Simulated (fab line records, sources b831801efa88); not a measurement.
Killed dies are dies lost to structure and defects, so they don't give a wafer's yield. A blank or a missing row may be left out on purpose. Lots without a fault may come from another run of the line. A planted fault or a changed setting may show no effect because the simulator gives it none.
fab line records | flow sky130 | part 2 of 2: steps 32 to 32 of 32
record lots=6 wafers=18 last_day=49
route steps=708 shown CAPM@538 METAL3@555 PAD_OPEN@708
lots that met no fault: from a run of the same line without faults
start_h: hours from the record's first day to the start of the lot's first wafer shown | wait_h: hours since the lot's step before | " the same as in the row above | L1.1+2: a row that stands for several wafers | - no value, or no start given | * or withheld: withheld | < > ~ a bound
route shown NAME@n: a module of which the file shows steps, and the number in the route of the first | usual: mean/standard deviation of fault-free wafers | same: alike in all rows | chamber/n: place in a boat | sites: the reading at each site | _std_site: their standard deviation | _edge_site: outer sites' mean less inner sites' | radius_mm: how far each site lies from the wafer's centre | mask NAME#n: copy n | behind: the tool/chamber that last shaped the wafer | hold: why the lot was held/for how many hours/how that ended | device: the transistor (n, p or np) that didn't switch | end of line: the same wafers' tests at the end of the route | a step without rows: its recipe alone | killed: dies lost to structure and defects at the first sort, not the wafer's yield | map: a wafer's dies, x killed, . not, _ none there
set.NAME: the setting as run; set.NAME@STEP: as run at that earlier step | model.NAME: the simulator's own value behind a step, which no gauge read
lots at some steps of the route; a table a step, a row a wafer
services: from which hour (start_h, from the record's first day; less than 0 if before it) a tool's chamber was out of use, for how many hours, and why
## steps
# step SKY_PAD_OPEN_PROBE_99
# usual defect_limited_yield=82.4/1.9 killed_at_M0_to_M3=44/7.2 killed_at_M4_up=3.4/2.1 killed_at_contacts=24/5.5 killed_at_front_end=15/4.6 killed_at_other=0.4/0.64 killed_dies=86/9.1 killed_open=47/7.5 killed_short=39/5.8 sort_bin_3_pad_short=0.9/0.41 sort_bin_5_function=10.4/1.5 sort_bin_6_memory=6.3/1.2 sort_n_pass=406/9.1 sort_yield_pct=82.4/1.9
# same gross_dies=492 killed_at_back_side=0 sort_bin_4_leakage[%]=0 sort_bin_8_speed[%]=0
# columns lot.wafer tool chamber start_h wait_h defect_limited_yield[%] killed_at_M0_to_M3 killed_at_M4_up killed_at_contacts killed_at_front_end killed_at_other killed_dies killed_open killed_short sort_bin_3_pad_short[%] sort_bin_5_function[%] sort_bin_6_memory[%] sort_n_pass sort_yield_pct[%] model.etest.cap_mim.leak_log10_a_cm2
L599.2 prober-01 - 1066.46 0.1 82.5 45 4 22 14 1 86 59 25 1.0 9.8 6.7 406 82.5 -8.924
L599.3 prober-01 - 1066.51 0.2 83.3 38 3 25 14 2 82 35 47 1.4 10.4 4.9 410 83.3 -8.928
L599.5 prober-01 - 1066.61 0.2 87.0 22 3 25 14 0 64 37 27 0.4 7.3 5.3 428 87.0 -8.907
L602.2 prober-01 - 1101.06 0.1 81.3 41 3 38 10 0 92 57 35 0.6 11.2 6.9 400 81.3 -8.8
L602.4 prober-01 - 1101.16 0.2 84.8 40 1 26 8 0 75 52 23 0.6 10.4 4.3 417 84.8 -9.063
L602.5 prober-01 - 1101.21 0.2 82.9 35 5 32 12 0 84 49 35 1.0 10.4 5.7 408 82.9 -8.919
L610.2 prober-02 - 1144.27 0.1 84.6 45 0 18 13 0 76 37 39 1.2 8.7 5.5 416 84.6 -9.034
L610.4 prober-02 - 1144.37 0.2 85.4 38 0 21 12 1 72 43 29 0.2 10.0 4.5 420 85.4 -9.049
L610.5 prober-02 - 1144.42 0.2 81.3 50 1 28 12 1 92 46 46 0.8 12.6 5.3 400 81.3 -8.904
L612.3 prober-01 - 1148.61 0.2 81.7 45 4 25 15 1 90 57 31 0.6 13.2 4.5 402 81.7 -8.808
L612.5 prober-01 - 1148.71 0.2 80.3 44 2 34 15 2 97 49 48 1.6 11.2 6.9 395 80.3 -8.823
L612.6 prober-01 - 1148.76 0.2 82.9 42 1 28 11 2 84 51 31 1.4 10.4 5.3 408 82.9 -8.826
L617.3 prober-01 - 1170.96 0.2 81.5 44 3 34 9 1 91 51 40 0.6 10.8 7.1 401 81.5 -8.993
L617.5 prober-01 - 1171.06 0.2 86.0 33 4 22 10 0 69 34 35 0.8 9.1 4.1 423 86.0 -8.611
L617.6 prober-01 - 1171.11 0.2 80.9 48 9 23 14 0 94 44 50 1.0 10.0 8.1 398 80.9 -8.921
L619.1 prober-01 - 1186.34 0.1 82.7 46 3 27 9 0 85 51 34 1.4 10.0 5.9 407 82.7 -8.728
L619.2 prober-01 - 1186.39 0.1 81.9 44 5 28 12 0 89 48 41 0.6 9.6 7.9 403 81.9 -9.021
L619.4 prober-01 - 1186.49 0.2 81.7 42 4 30 14 0 90 50 40 0.8 9.8 7.7 402 81.7 -9.083
# killed by level:class
L599.2 VIA1:geometric_particle:open=14 VIA3:geometric_particle:open=11 CONTACT:geometric_particle:open=8 VIA2:geometric_particle:open=7 FIELD_ISO:geometric_particle:open=5 LI_CONTACT:geometric_particle:open=5 FIELD_ISO:geometric_particle:short=3 LI_CONTACT:geometric_particle:short=3
L599.3 METAL2:geometric_particle:short=11 CONTACT:geometric_particle:open=9 VIA1:geometric_particle:open=8 VIA1:geometric_particle:short=7 CONTACT:geometric_particle:short=6 FIELD_ISO:geometric_particle:short=5 LI_CONTACT:geometric_particle:open=4 VIA3:geometric_particle:open=4
L599.5 CONTACT:geometric_particle:open=9 LOCAL_INTERCONNECT:geometric_particle:short=7 LI_CONTACT:geometric_particle:open=6 VIA1:geometric_particle:open=6 FIELD_ISO:geometric_particle:open=5 METAL1:geometric_particle:short=5 VIA3:geometric_particle:open=4 FIELD_ISO:geometric_particle:short=4
L602.2 LI_CONTACT:geometric_particle:open=18 CONTACT:geometric_particle:open=9 VIA2:geometric_particle:open=9 METAL2:geometric_particle:short=8 VIA1:geometric_particle:open=7 LOCAL_INTERCONNECT:geometric_particle:short=5 VIA1:geometric_particle:short=5 CONTACT:geometric_particle:short=4
L602.4 VIA1:geometric_particle:open=11 LI_CONTACT:geometric_particle:open=8 VIA2:geometric_particle:open=8 CONTACT:geometric_particle:open=7 VIA3:geometric_particle:open=7 VIA1:geometric_particle:short=4 LOCAL_INTERCONNECT:geometric_particle:short=4 CONTACT:geometric_particle:short=3
L602.5 CONTACT:geometric_particle:open=12 VIA1:geometric_particle:open=11 LI_CONTACT:geometric_particle:open=10 VIA3:geometric_particle:open=6 METAL4:geometric_particle:short=5 LI_CONTACT:geometric_particle:short=4 METAL2:geometric_particle:short=4 METAL1:geometric_particle:short=4
L610.2 VIA2:geometric_particle:open=10 METAL1:geometric_particle:short=7 LOCAL_INTERCONNECT:geometric_particle:short=6 VIA1:geometric_particle:open=6 POLY_GATE:geometric_particle:short=5 LI_CONTACT:geometric_particle:open=5 METAL3:geometric_particle:short=5 CONTACT:geometric_particle:open=4
L610.4 VIA1:geometric_particle:open=11 LI_CONTACT:geometric_particle:open=8 FIELD_ISO:geometric_particle:open=5 CONTACT:geometric_particle:open=5 VIA3:geometric_particle:open=5 VIA3:geometric_particle:short=5 VIA1:geometric_particle:short=4 METAL1:geometric_particle:short=4
L610.5 VIA1:geometric_particle:open=15 CONTACT:geometric_particle:open=10 VIA1:geometric_particle:short=9 LI_CONTACT:geometric_particle:open=8 METAL1:geometric_particle:short=7 METAL2:geometric_particle:short=7 LOCAL_INTERCONNECT:geometric_particle:short=6 POLY_GATE:geometric_particle:short=5
L612.3 VIA2:geometric_particle:open=10 VIA3:geometric_particle:open=9 LI_CONTACT:geometric_particle:open=8 CONTACT:geometric_particle:open=8 VIA1:geometric_particle:open=6 FIELD_ISO:geometric_particle:open=5 VIA1:geometric_particle:short=5 CONTACT:geometric_particle:short=4
L612.5 CONTACT:geometric_particle:open=13 VIA1:geometric_particle:open=10 METAL1:geometric_particle:short=8 LI_CONTACT:geometric_particle:open=8 VIA3:geometric_particle:open=6 FIELD_ISO:geometric_particle:short=5 LI_CONTACT:geometric_particle:short=4 LOCAL_INTERCONNECT:geometric_particle:short=4
L612.6 VIA1:geometric_particle:open=15 LI_CONTACT:geometric_particle:open=8 VIA2:geometric_particle:open=8 CONTACT:geometric_particle:open=6 LI_CONTACT:geometric_particle:short=5 CONTACT:geometric_particle:short=5 VIA1:geometric_particle:short=5 VIA3:geometric_particle:open=5
L617.3 LI_CONTACT:geometric_particle:open=12 CONTACT:geometric_particle:open=8 VIA2:geometric_particle:open=8 VIA1:geometric_particle:open=7 VIA3:geometric_particle:open=6 METAL2:geometric_particle:short=6 LI_CONTACT:geometric_particle:short=5 VIA1:geometric_particle:short=5
L617.5 CONTACT:geometric_particle:open=12 METAL1:geometric_particle:short=7 METAL2:geometric_particle:short=5 POLY_GATE:geometric_particle:short=4 LI_CONTACT:geometric_particle:open=4 VIA1:geometric_particle:open=4 METAL2:geometric_particle:open=3 VIA1:geometric_particle:short=3
L617.6 CONTACT:geometric_particle:open=8 VIA1:geometric_particle:open=8 METAL2:geometric_particle:short=8 VIA3:geometric_particle:open=8 POLY_GATE:geometric_particle:short=6 METAL1:geometric_particle:short=6 METAL4:geometric_particle:short=6 LI_CONTACT:geometric_particle:short=5
L619.1 VIA1:geometric_particle:open=13 CONTACT:geometric_particle:open=12 METAL1:geometric_particle:short=9 VIA2:geometric_particle:open=8 LI_CONTACT:geometric_particle:open=5 LOCAL_INTERCONNECT:geometric_particle:short=4 CONTACT:geometric_particle:short=4 METAL3:geometric_particle:short=4
L619.2 LI_CONTACT:geometric_particle:open=9 METAL2:geometric_particle:short=9 CONTACT:geometric_particle:short=8 CONTACT:geometric_particle:open=7 VIA1:geometric_particle:open=6 VIA3:geometric_particle:short=6 VIA2:geometric_particle:open=6 METAL1:geometric_particle:short=5
L619.4 LI_CONTACT:geometric_particle:open=8 VIA2:geometric_particle:open=8 VIA1:geometric_particle:open=7 LI_CONTACT:geometric_particle:short=6 CONTACT:geometric_particle:open=6 VIA1:geometric_particle:short=6 VIA3:geometric_particle:open=6 FIELD_ISO:geometric_particle:open=5
## services
# columns tool chamber start_h hours kind
pvd_sputter-02 - 833.84 10.5 repair
rie_metal-02 - 852.18 1.4 pm
rie_metal-02 - 853.71 0.4 repair
rie_metal-02 1 858.75 16.7 repair
pvd_sputter-02 - 870.29 1.8 repair
rie_diel-03 2 874.23 25.6 repair
pvd_sputter-04 - 877.57 5.1 repair
rie_metal-04 1 904.77 10.6 repair
plasma_asher-03 - 906.39 8.2 repair
rie_diel-02 3 913.37 4.4 repair
rie_diel-02 - 913.86 8.9 repair
plasma_asher-04 - 917.98 1.3 repair
pvd_sputter-04 - 921.83 6.2 repair
rie_metal-01 - 935.72 2.8 pm
rie_diel-02 1 941.07 3.0 repair
plasma_asher-01 - 943.86 1.7 repair
pvd_sputter-03 - 948.65 3.2 repair
rie_metal-03 0 981.20 4.2 repair
pvd_sputter-03 - 993.38 1.1 repair
plasma_asher-03 - 996.09 14.6 pm
rie_diel-02 3 999.30 5.2 repair
rie_diel-02 - 1006.41 1.4 repair
rie_metal-04 - 1019.53 14.6 pm
rie_metal-01 - 1041.08 1.4 pm
## key
first_sign step=SKY_CAPM_METAL_ETCH_13 reading=run_length_s direction=up sigmas=9.7 usual=* struck=*
effect step=SKY_CAPM_METAL_ETCH_13 reading=oes_product_au direction=down sigmas=3.8 usual=0.943 struck=0.905
effect step=SKY_CAPM_STRIP_14 reading=strip_time_to_endpoint_s direction=down sigmas=3.5 usual=* struck=*
effect step=SKY_METAL3_ETCH_17 reading=oes_product_au direction=down sigmas=5 usual=0.757 struck=0.722
model_effect step=SKY_CAPM_METAL_ETCH_13 value=NOVOLAK_of_CAPM_COAT_07.thk_nm without=993.1 struck=983.4
model_effect step=SKY_METAL3_ETCH_17 value=etch.depth_nm without=15.64 struck=14.18
model_effect step=SKY_PAD_OPEN_PROBE_99 value=etest.cap_mim.leak_log10_a_cm2 without=-8.996 struck=-8.83
met_at SKY_CAPM_METAL_ETCH_13
struck_wafers L612.3,L612.5,L612.6,L617.3,L617.5,L617.6
onset_between 908.85 968.26
fault kind=process_parameter_drift tool=rie_metal-04 chamber=- onset_h=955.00 steps=SKY_CAPM_METAL_ETCH_13 channel=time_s offset=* shape=step end_h=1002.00 acts_in=* stated=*
